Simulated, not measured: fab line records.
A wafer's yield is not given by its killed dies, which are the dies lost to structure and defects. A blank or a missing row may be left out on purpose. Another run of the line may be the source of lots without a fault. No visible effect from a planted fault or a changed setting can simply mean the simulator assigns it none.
Tool commonality check / flow gf180mcu / 48 wafers sampled across 14 lots

WHY THIS WAS OPENED
At GF_M2_CD_MEAS_14 the reading cd_nm is flagged on 2 of 14 lots. Wafers without a fault read 280.3 nm, standard deviation 1.5.
Rule: a lot is flagged when every wafer of it that has a number lies more than 4 standard deviations from that mean, or none has a number. The rest of the lots are taken to be sound.

lot=L542; measured=day 19 00:57; on=cd_sem-01; cd_nm (nm), wafer by wafer=283.0 281.2 281.9; flag=
lot=L544; measured=day 19 18:47; on=cd_sem-01; cd_nm (nm), wafer by wafer=278.1 276.6 277.4; flag=
lot=L545; measured=day 20 08:38; on=cd_sem-02; cd_nm (nm), wafer by wafer=282.0 281.8 281.0; flag=
lot=L546; measured=day 20 18:54; on=cd_sem-02; cd_nm (nm), wafer by wafer=218.0 258.6 230.1 218.2 258.9 230.2; flag=FLAGGED
lot=L547; measured=day 21 02:18; on=cd_sem-01; cd_nm (nm), wafer by wafer=213.3 222.5 225.8 213.7 223.3 225.9; flag=FLAGGED
lot=L550; measured=day 21 22:45; on=cd_sem-01; cd_nm (nm), wafer by wafer=279.7 280.7 279.0; flag=
lot=L556; measured=day 24 10:33; on=cd_sem-02; cd_nm (nm), wafer by wafer=280.4 280.6 281.0; flag=
lot=L557; measured=day 24 14:19; on=cd_sem-02; cd_nm (nm), wafer by wafer=280.8 280.5 279.7; flag=
lot=L558; measured=day 25 04:29; on=cd_sem-02; cd_nm (nm), wafer by wafer=279.4 280.8 280.3; flag=
lot=L559; measured=day 25 09:55; on=cd_sem-01; cd_nm (nm), wafer by wafer=282.6 283.4 282.5; flag=
lot=L560; measured=day 25 16:38; on=cd_sem-02; cd_nm (nm), wafer by wafer=279.2 279.3 280.3; flag=
lot=L562; measured=day 26 06:41; on=cd_sem-01; cd_nm (nm), wafer by wafer=278.1 277.2 278.5; flag=
lot=L564; measured=day 26 18:34; on=cd_sem-01; cd_nm (nm), wafer by wafer=281.3 283.0 281.8; flag=
lot=L565; measured=day 27 02:24; on=cd_sem-01; cd_nm (nm), wafer by wafer=281.1 281.2 282.5; flag=
Average over the flagged lots: 228.2 nm; offset from the usual -52.1 nm, equal to -35 standard deviations.

WHICH TOOL EACH LOT WENT THROUGH
Before the reading, the record contains 2 process steps out of a 602-step route. Each cell gives the tool, then ch followed by the chambers the sampled wafers passed through, then the start.
lot=L542; flag=; GF_V1_CMP_04=cmp-02 ch 0,1, day 17 00:06; GF_M2_EXPOSE_11=krf_scanner-02 ch 0, day 18 12:44
lot=L544; flag=; GF_V1_CMP_04=cmp-01 ch 0,1,3, day 17 17:50; GF_M2_EXPOSE_11=krf_scanner-02 ch 0, day 19 07:02
lot=L545; flag=; GF_V1_CMP_04=cmp-02 ch 2,3, day 18 06:48; GF_M2_EXPOSE_11=krf_scanner-02 ch 0, day 19 21:00
lot=L546; flag=FLAGGED; GF_V1_CMP_04=cmp-01 ch 2,3, day 18 16:34; GF_M2_EXPOSE_11=krf_scanner-02 ch 0, day 20 06:52
lot=L547; flag=FLAGGED; GF_V1_CMP_04=cmp-02 ch 0,1,2, day 19 00:35; GF_M2_EXPOSE_11=krf_scanner-02 ch 0, day 20 14:40
lot=L550; flag=; GF_V1_CMP_04=cmp-01 ch 0,2, day 19 21:27; GF_M2_EXPOSE_11=krf_scanner-01 ch 0, day 21 11:22
lot=L556; flag=; GF_V1_CMP_04=cmp-01 ch 0,2,3, day 22 10:43; GF_M2_EXPOSE_11=krf_scanner-01 ch 0, day 23 23:23
lot=L557; flag=; GF_V1_CMP_04=cmp-01 ch 0,2,3, day 22 15:17; GF_M2_EXPOSE_11=krf_scanner-02 ch 0, day 24 03:32
lot=L558; flag=; GF_V1_CMP_04=cmp-02 ch 0,3, day 23 06:50; GF_M2_EXPOSE_11=krf_scanner-01 ch 0, day 24 18:31
lot=L559; flag=; GF_V1_CMP_04=cmp-01 ch 0,2, day 23 12:35; GF_M2_EXPOSE_11=krf_scanner-02 ch 0, day 24 23:32
lot=L560; flag=; GF_V1_CMP_04=cmp-01 ch 0,2, day 23 18:05; GF_M2_EXPOSE_11=krf_scanner-01 ch 0, day 25 05:55
lot=L562; flag=; GF_V1_CMP_04=cmp-01 ch 0,1,2, day 24 08:29; GF_M2_EXPOSE_11=krf_scanner-02 ch 0, day 25 20:07
lot=L564; flag=; GF_V1_CMP_04=cmp-02 ch 0,1, day 24 22:20; GF_M2_EXPOSE_11=krf_scanner-01 ch 0, day 26 08:32
lot=L565; flag=; GF_V1_CMP_04=cmp-02 ch 0,2,3, day 25 06:21; GF_M2_EXPOSE_11=krf_scanner-02 ch 0, day 26 16:31
What the steps here do:
- GF_V1_CMP_04: polishes SiO2.
- GF_M2_EXPOSE_11: exposes mask Metal2, target cd 280 nm.
- GF_M2_CD_MEAS_14: target cd 280 nm.

FLAGGED OVER TOTAL, TOOL BY TOOL (the gauges that took the reading come last)
step=GF_V1_CMP_04; tool=cmp-01; lots run=8; flagged=1; share of the flagged lots=some; sound lots run after its first flagged lot=6 (L550,L556,L557,L559,L560,L562)
step=GF_V1_CMP_04; tool=cmp-02; lots run=6; flagged=1; share of the flagged lots=some; sound lots run after its first flagged lot=3 (L558,L564,L565)
step=GF_M2_EXPOSE_11; tool=krf_scanner-01; lots run=5; flagged=0; share of the flagged lots=none; sound lots run after its first flagged lot=-
step=GF_M2_EXPOSE_11; tool=krf_scanner-02; lots run=9; flagged=2; share of the flagged lots=all; sound lots run after its first flagged lot=4 (L557,L559,L562,L565)
step=GF_M2_CD_MEAS_14; tool=cd_sem-01; lots run=8; flagged=1; share of the flagged lots=some; sound lots run after its first flagged lot=5 (L550,L559,L562,L564,L565)
step=GF_M2_CD_MEAS_14; tool=cd_sem-02; lots run=6; flagged=1; share of the flagged lots=some; sound lots run after its first flagged lot=4 (L556,L557,L558,L560)

WHAT IS ALLOWED BY THE TABLE
In the table, 1 row covers all flagged lots: krf_scanner-02 at GF_M2_EXPOSE_11.
- krf_scanner-02 at GF_M2_EXPOSE_11 ran 9 lots, 2 of them flagged. Lots that were sound ran on it after the first flagged one (L557, L559, L562, L565); a persistent fault on the entire tool would not allow that.
None of the table's rows ran every flagged lot and, after the first, no sound lot.

WHAT THE SIMULATOR HAD INSERTED
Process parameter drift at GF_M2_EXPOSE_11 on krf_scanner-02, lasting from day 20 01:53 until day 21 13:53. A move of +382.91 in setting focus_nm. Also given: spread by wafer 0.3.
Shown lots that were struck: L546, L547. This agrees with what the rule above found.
